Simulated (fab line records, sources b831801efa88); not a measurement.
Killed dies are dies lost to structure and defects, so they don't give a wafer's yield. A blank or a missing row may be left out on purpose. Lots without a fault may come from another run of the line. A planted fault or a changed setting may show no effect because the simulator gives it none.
fab line records | flow sfq_line
record lots=5 wafers=15 last_day=88
route steps=325 shown I5@235 C5@240
lots that met no fault: from a run of the same line without faults
start_h: hours from the record's first day to the start of the lot's first wafer shown | wait_h: hours since the lot's step before | " the same as in the row above | L1.1+2: a row that stands for several wafers | - no value, or no start given | * or withheld: withheld | < > ~ a bound
route shown NAME@n: a module of which the file shows steps, and the number in the route of the first | usual: mean/standard deviation of fault-free wafers | same: alike in all rows | chamber/n: place in a boat | sites: the reading at each site | _std_site: their standard deviation | _edge_site: outer sites' mean less inner sites' | radius_mm: how far each site lies from the wafer's centre | mask NAME#n: copy n | behind: the tool/chamber that last shaped the wafer | hold: why the lot was held/for how many hours/how that ended | device: the transistor (n, p or np) that didn't switch | end of line: the same wafers' tests at the end of the route | a step without rows: its recipe alone | killed: dies lost to structure and defects at the first sort, not the wafer's yield | map: a wafer's dies, x killed, . not, _ none there
set.NAME: the setting as run; set.NAME@STEP: as run at that earlier step | model.NAME: the simulator's own value behind a step, which no gauge read
lots at some steps of the route; a table a step, a row a wafer
services: from which hour (start_h, from the record's first day; less than 0 if before it) a tool's chamber was out of use, for how many hours, and why
## steps
# step SFQ_I5_OVL_MEAS_936
# usual I5_OVL=0/5.5
# columns lot.wafer tool chamber start_h wait_h I5_OVL[nm]
L772.2 overlay-02 - 1317.66 0.1 5
L772.3 " - " " 8
L772.5 " - " " 4
L778.1 overlay-01 - 1411.05 0.1 -6
L778.5 " - " " -6
L778.6 " - " " -1
L781.1 overlay-01 - 1688.76 0.1 -5
L781.3 " - " " -7
L781.5 " - " " -6
L789.3 overlay-01 - 1769.36 0.1 2
L789.4 " - " " 7
L789.6 " - " " 9
L790.3 overlay-01 - 1778.96 0.1 2
L790.4 " - " " -2
L790.6 " - " " -6
# step SFQ_TRILAYER_I5_BARC_OPEN_VIA_ETCH_200
# recipe mask_material=PR chemistry=O2 target_depth_nm=125 target=BARC source_w=500 bias_w=80 pressure_mtorr=30 time_s=41.7
# usual drypump_motor_current_A=5.7/0.5 oes_product_au=0.685/0.005
# columns lot.wafer tool chamber start_h wait_h drypump_motor_current_A oes_product_au rf_hours_counter_h
L772.2 rie_diel-03 3 1317.69 0.0 6.1 0.679 9
L772.3 " 0 " " 4.9 0.687 17
L772.5 " 3 " " 6.1 0.689 -
L778.1 rie_diel-02 1 1411.08 0.0 6.3 0.684 13
L778.5 " 0 " " 6.1 0.687 -
L778.6 " 1 " " 6.3 0.680 -
L781.1 rie_diel-01 0 1688.80 0.0 6.0 0.689 12
L781.3 " 3 " " 5.8 0.688 0
L781.5 " 2 " " 5.8 0.678 -
L789.3 rie_diel-01 1 1769.38 0.0 4.8 0.682 11
L789.4 " 0 " " 6.0 0.677 13
L789.6 " 0 " " 6.0 0.682 -
L790.3 rie_diel-03 0 1778.98 0.0 4.9 0.686 1
L790.4 " 2 " " 5.0 0.685 14
L790.6 " 3 " " 6.1 0.690 -
# step SFQ_TRILAYER_I5_ETCH_VIA_ETCH_147
# recipe stop_on=Nb mask_material=PR chemistry=CHF3 target_depth_nm=360 source_w=500 bias_w=80 pressure_mtorr=30 time_s=withheld
# usual drypump_motor_current_A=5.7/0.5 oes_product_au=0.991/0.0059
# columns lot.wafer tool chamber start_h wait_h drypump_motor_current_A oes_product_au
L772.2 rie_diel-03 3 1317.73 0.0 6.1 0.989
L772.3 " 0 " " 4.9 0.988
L772.5 " 3 " " 6.1 0.998
L778.1 rie_diel-02 1 1411.12 0.0 6.3 0.979
L778.5 " 0 " " 6.1 0.985
L778.6 " 1 " " 6.3 0.992
L781.1 rie_diel-01 0 1688.83 0.0 6.0 0.994
L781.3 " 3 " " 5.8 0.992
L781.5 " 2 " " 5.8 0.998
L789.3 rie_diel-01 1 1769.42 0.0 4.8 0.988
L789.4 " 0 " " 6.0 0.985
L789.6 " 0 " " 6.0 0.985
L790.3 rie_diel-03 0 1779.02 0.0 4.9 0.990
L790.4 " 2 " " 5.0 0.988
L790.6 " 3 " " 6.0 0.996
# step SFQ_TRILAYER_I5_STRIP_STRIP_148
# recipe gas=O2 power_w=200 platen_temp_c=40 overash_fraction=0.65 chemistry=O2 pressure_mtorr=50
# usual drypump_motor_current_A=5.53/0.26 oes_product_au=1.003/0.0089
# columns lot.wafer tool chamber start_h wait_h drypump_motor_current_A oes_product_au rf_hours_counter_h
L772.2 rie_metal-03 1 1317.88 - 5.79 1.001 41
L772.3 " 0 " " 5.13 1.025 -
L772.5 " 0 " " 5.12 1.010 -
L778.1 rie_metal-04 1 1411.27 - 5.56 0.991 87
L778.5 " 0 " " 5.59 0.993 -
L778.6 " 1 " " 5.53 0.980 -
L781.1 rie_metal-02 1 1688.98 - 5.81 1.008 101
L781.3 " 0 " " 5.19 0.987 -
L781.5 " 1 " " 5.82 1.007 -
L789.3 rie_metal-04 0 1769.77 - 5.58 1.007 -
L789.4 " 1 " " 5.52 1.000 -
L789.6 " 1 " " 5.53 0.998 -
L790.3 rie_metal-04 1 1779.37 - 5.56 1.006 -
L790.4 " 0 " " 5.59 1.001 -
L790.6 " 0 " " 5.58 1.001 -
# step SFQ_TRILAYER_I5_STRIP_SOLV_CLEAN_149
# recipe chemistry=NMP temp_c=70 time_s=600
# step SFQ_TRILAYER_C5_LITHO_COAT_156
# recipe resist=BARC spin_rpm=3000 resist_thk_nm=62
# step SFQ_TRILAYER_C5_LITHO_COAT_151
# recipe resist=KrF spin_rpm=3000 resist_thk_nm=650
# step SFQ_TRILAYER_C5_LITHO_SOFTBAKE_155
# recipe temp_c=withheld time_s=withheld resist=KrF
# step SFQ_TRILAYER_C5_LITHO_EXPOSE_152
# recipe mask_id=C5 na=0.6 source_shape=conventional sigma_outer=0.65 target_cd_nm=500 dose_mj=21.3
# step SFQ_TRILAYER_C5_LITHO_PEB_154
# recipe peb_temp_c=115 peb_time_s=60 resist=KrF
# step SFQ_TRILAYER_C5_LITHO_DEVELOP_153
# recipe time_s=60 resist=KrF
# step SFQ_C5_OVL_MEAS_937
# usual C5_OVL=-3/4.8
# columns lot.wafer tool chamber start_h wait_h C5_OVL[nm]
L772.2 overlay-02 - 1467.58 0.1 6
L772.3 " - " " 4
L772.5 " - " " 7
L778.1 overlay-02 - 1546.87 0.1 0
L778.5 " - " " -1
L778.6 " - " " -1
L781.1 overlay-01 - 1692.13 0.1 -1
L781.3 " - " " 1
L781.5 " - " " 0
L789.3 overlay-01 - 1873.56 0.1 2
L789.4 " - " " -1
L789.6 " - " " 2
L790.3 overlay-02 - 1894.92 0.1 1
L790.4 " - " " 2
L790.6 " - " " 2
# step SFQ_TRILAYER_C5_BARC_OPEN_VIA_ETCH_210
# recipe mask_material=PR chemistry=O2 target_depth_nm=125 target=BARC source_w=500 bias_w=80 pressure_mtorr=30 time_s=41.7
# usual drypump_motor_current_A=5.8/0.63 oes_product_au=0.686/0.0041
# columns lot.wafer tool chamber start_h wait_h drypump_motor_current_A oes_product_au rf_hours_counter_h model.KrF_of_TRILAYER_C5_LITHO_COAT_151.thk_nm
L772.2 rie_diel-04 2 1467.61 0.0 6.4 0.686 7 577
L772.3 " 0 " " 6.3 0.688 12 579.1
L772.5 " 1 " " 5.2 0.684 - 578
L778.1 rie_diel-01 2 1546.90 0.0 5.8 0.684 19 574.2
L778.5 " 3 " " 5.8 0.692 - 574.7
L778.6 " 0 " " 6.0 0.682 - 574.4
L781.1 rie_diel-04 1 1692.17 0.0 5.2 0.691 19 578.2
L781.3 " 2 " " 6.5 0.688 10 577.7
L781.5 " 1 " " 5.2 0.681 - 575.9
L789.3 rie_diel-04 3 1873.58 0.0 6.7 0.683 17 576.7
L789.4 " 0 " " 6.3 0.694 - 585.1
L789.6 " 2 " " 6.5 0.685 - 575.7
L790.3 rie_diel-01 2 1894.94 0.0 5.8 0.688 2 579.8
L790.4 " 3 " " 5.8 0.684 3 578.2
L790.6 " 3 " " 5.8 0.693 - 579.1
# step SFQ_TRILAYER_C5_ETCH_VIA_ETCH_154
# recipe target=SiO2 mask_material=PR chemistry=CHF3 target_depth_nm=84 source_w=500 bias_w=80 pressure_mtorr=30 time_s=withheld stop_on=Nb
# usual drypump_motor_current_A=5.8/0.63 oes_product_au=0.893/0.0087
# columns lot.wafer tool chamber start_h wait_h drypump_motor_current_A oes_product_au model.KrF_of_TRILAYER_C5_LITHO_COAT_151.thk_nm
L772.2 rie_diel-04 2 1467.65 0.0 6.5 0.881 562.5
L772.3 " 0 " " 6.3 0.888 564.9
L772.5 " 1 " " 5.2 0.893 563.5
L778.1 rie_diel-01 2 1546.94 0.0 5.8 0.891 559.6
L778.5 " 3 " " 5.8 0.898 560
L778.6 " 0 " " 6.0 0.915 559.8
L781.1 rie_diel-04 1 1692.21 0.0 5.2 0.886 563.9
L781.3 " 2 " " 6.5 0.892 563.4
L781.5 " 1 " " 5.2 0.896 561.4
L789.3 rie_diel-04 3 1873.62 0.0 6.7 0.890 562.5
L789.4 " 0 " " 6.3 0.902 570.9
L789.6 " 2 " " 6.5 0.897 561.1
L790.3 rie_diel-01 2 1894.98 0.0 5.7 0.878 564.8
L790.4 " 3 " " 5.8 0.907 563.6
L790.6 " 3 " " 5.8 0.885 564.4
# step SFQ_TRILAYER_C5_STRIP_STRIP_155
# recipe gas=O2 power_w=200 platen_temp_c=40 overash_fraction=0.65 chemistry=O2 pressure_mtorr=50
# usual drypump_motor_current_A=5.50/0.18 oes_product_au=1.001/0.0094
# columns lot.wafer tool chamber start_h wait_h drypump_motor_current_A oes_product_au rf_hours_counter_h
L772.2 rie_metal-01 0 1467.90 - 5.44 0.993 -
L772.3 " 0 " " 5.42 0.989 -
L772.5 " 0 " " 5.39 0.995 -
L778.1 rie_metal-04 1 1546.99 - 5.58 0.996 103
L778.5 " 1 " " 5.55 1.004 -
L778.6 " 0 " " 5.57 1.012 -
L781.1 rie_metal-03 0 1692.26 - 5.15 1.015 18
L781.3 " 1 " " 5.81 1.006 -
L781.5 " 1 " " 5.82 1.015 -
L789.3 rie_metal-04 0 1873.87 - 5.57 1.008 -
L789.4 " 1 " " 5.58 0.988 -
L789.6 " 1 " " 5.59 0.983 -
L790.3 rie_metal-03 0 1895.23 - 5.17 1.002 -
L790.4 " 1 " " 5.78 0.995 -
L790.6 " 1 " " 5.78 1.002 -
## services
# columns tool chamber start_h hours kind
rie_diel-01 3 1295.64 8.0 repair
rie_diel-04 3 1388.36 6.0 repair
rie_diel-01 - 1459.27 28.1 pm
rie_diel-04 3 1478.33 9.5 repair
rie_diel-04 0 1483.34 30.2 repair
rie_diel-01 0 1496.49 14.5 repair
rie_diel-01 2 1529.84 6.3 repair
rie_diel-04 1 1545.09 8.0 repair
rie_diel-01 - 1547.53 0.2 repair
rie_diel-01 3 1550.05 5.0 repair
rie_diel-01 2 1566.64 8.3 repair
rie_diel-01 0 1590.19 13.2 repair
rie_diel-04 2 1591.38 11.5 repair
rie_diel-01 1 1597.36 15.0 repair
rie_diel-01 1 1639.65 4.2 repair
rie_diel-01 0 1640.74 10.9 repair
rie_diel-01 2 1665.04 10.9 repair
rie_diel-04 - 1681.95 2.6 repair
rie_diel-01 1 1686.53 6.2 repair
rie_diel-04 - 1724.23 9.1 repair
rie_diel-04 - 1753.84 0.6 repair
rie_diel-04 - 1760.24 2.8 pm
rie_diel-01 2 1841.21 5.2 repair
rie_diel-04 1 1872.43 1.4 repair
## key
first_sign none at tools or gauges
model_effect step=SFQ_TRILAYER_C5_BARC_OPEN_VIA_ETCH_210 value=KrF_of_TRILAYER_C5_LITHO_COAT_151.thk_nm without=574.9 struck=585.1
model_effect step=SFQ_TRILAYER_C5_ETCH_VIA_ETCH_154 value=KrF_of_TRILAYER_C5_LITHO_COAT_151.thk_nm without=560.6 struck=570.9
met_at SFQ_TRILAYER_C5_BARC_OPEN_VIA_ETCH_210
struck_wafers L789.4
onset_between 1467.61 1873.58
fault kind=process_parameter_drift tool=rie_diel-04 chamber=0 onset_h=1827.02 steps=SFQ_TRILAYER_C5_BARC_OPEN_VIA_ETCH_210 channel=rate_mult offset=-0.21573 shape=step end_h=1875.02
